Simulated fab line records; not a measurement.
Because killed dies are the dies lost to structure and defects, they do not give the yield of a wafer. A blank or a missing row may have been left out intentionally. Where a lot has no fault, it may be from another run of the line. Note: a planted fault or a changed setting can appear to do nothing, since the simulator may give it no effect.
Code-filled problem report in 8D (eight disciplines) form || flow sky130 || the parts of the form that need people (team, actions taken, sign-off) are left out

== 1. THE PROBLEM ==
Mean PASSIVATION_CVD_00_THK at SKY_PASSIVATION_THK_MEAS_01: 58.3 nm over 3 wafers in 2 lots; fault-free wafers: 90.4 nm, standard deviation 1.2. Relative to the usual mean, that is a shift of -27 standard deviations.
Seen first at day 46 11:58 on filmMetro-01, wafer L451.5. The record has a number at this step for 36 wafers belonging to 12 lots. By rule, "out" or "out of limits" means more than 4 standard deviations away from the usual mean. All remaining wafers that have a number are taken as sound.

== 2. WHAT IT IS; WHAT IT IS NOT ==
{"question": "which readings at this step", "is": "PASSIVATION_CVD_00_THK", "is not": "-"}
{"question": "which lots", "is": "L451, L452", "is not": "L441, L443, L445, L448, L453, L456, L458, L459, L463, L464"}
{"question": "which wafers of those lots", "is": "L451.5, L452.1, L452.5", "is not": "L451.2, L451.6, L452.4"}
{"question": "read on which gauges", "is": "filmMetro-01", "is not": "filmMetro-02, filmMetro-03"}
{"question": "when", "is": "from day 46 11:58", "is not": "up to then (14 sound wafers); but 19 sound wafers of L452, L453, L456, L458, L459, L463, L464 came after"}

== 3. THE SUSPECTS, EACH WITH WHAT RULES IT OUT ==
Counting: a tool at a process step up to the reading stays a suspect if it ran every lot that is out. Sound lots after the first of them don't rule it out here, since some wafers of a struck lot are sound.
- the gauge at SKY_PASSIVATION_THK_MEAS_01: kept. All the wafers that are out were read on filmMetro-01, and no step on other tools shows them out.
- pecvd-02 at SKY_PASSIVATION_CVD_00 (deposits SiO2, target thk 90 nm): kept. Every lot that is out went through it, the first being L451 (day 46 11:56); the last sound lot it ran before that was L445 (day 45 00:08).
The count leaves filmMetro-01 at SKY_PASSIVATION_THK_MEAS_01 and pecvd-02 at SKY_PASSIVATION_CVD_00.

== 4. THE CAUSE (what the simulator had put in) ==
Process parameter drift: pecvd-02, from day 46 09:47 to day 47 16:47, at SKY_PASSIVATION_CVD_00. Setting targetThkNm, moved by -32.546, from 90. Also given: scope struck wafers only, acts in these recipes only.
2 suspects survive the count, and this tool is in that group.

== 5. SEQUENCE OF EFFECTS, ordered by route ==
One row per reading whose mean, taken over the struck wafers that have a number, lies over 3 standard deviations from the usual. Readings are gone through only where the record gives a usual standard deviation; hours: the median, over the lots, of the time from a lot's start at the first step in this table giving one to that lot's start at this step; sigmas: the change measured in usual standard deviations.
{"hours": 0, "step": "SKY_PASSIVATION_THK_MEAS_01", "reading": "PASSIVATION_CVD_00_THK", "usual": "90.4 nm", "on struck wafers": 58.3, "change": -32.1, "sigmas": -27}

== 6. WHAT WOULD HAVE CAUGHT IT SOONER ==
Counted from the fault's start at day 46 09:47, it took 2 hours until the first out-of-limits reading at a measuring or inspecting step in this record, taken at day 46 11:58.
No tool reading at SKY_PASSIVATION_CVD_00 that has a usual standard deviation in the record was out on any struck wafer, so an alarm limit of 4 standard deviations on those readings would not have fired.
Among the 2 lots that are out, L452 began SKY_PASSIVATION_CVD_00 on pecvd-02 after day 46 11:58. Putting the tool on hold at that point would have spared it.
